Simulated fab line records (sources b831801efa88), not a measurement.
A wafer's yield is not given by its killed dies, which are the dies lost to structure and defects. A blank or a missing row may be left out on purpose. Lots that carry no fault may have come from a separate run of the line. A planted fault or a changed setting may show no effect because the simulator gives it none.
Matching of chambers -- flow sky130 -- 3 sister chambers for SKY_PASSIVATION_CVD_02 on pecvd-04
The step deposits Si3N4, target thk 540 nm. 3 wafers are shown with their chamber, then 7 later ones without.

WAFERS, EACH WITH ITS CHAMBER
wafer,chamber,heater_power_w (W)
L397.3,2,690
L403.1,0,812
L403.3,1,636

WAFERS WITHOUT THEIR CHAMBER
wafer,heater_power_w (W)
L403.6,618
L404.1,534
L404.5,745
L404.6,603
L409.1,670
L409.3,825
L409.5,669

CHAMBER TAKEN BY EACH
wafer,from the rows above,in truth
L403.6,can't be placed: 1 or 2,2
L404.1,can't be placed: 1 or 2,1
L404.5,can't be placed: 2 or 0 or 1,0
L404.6,can't be placed: 1 or 2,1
L409.1,can't be placed: 2 or 1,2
L409.3,0,0
L409.5,can't be placed: 2 or 1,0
Correct placement for 1 of the 7. Cannot be placed on the basis of these rows: 6; the candidates contain the true chamber in 5. Placed wrongly: 0.
How it was worked out, from the rows above alone: a wafer's distance from a chamber is the root of the sum, over the readings, of the square of ((its reading less the chamber's mean) divided by the reading's scatter). The wafer belongs to the nearest chamber; if the next one is less than 2 further off, it can't be placed. The mean given for a chamber averages the wafers shown for that chamber. The scatter: with one shown wafer a chamber, the root of the mean of the squares of how far each hidden wafer lies from its nearest shown one.
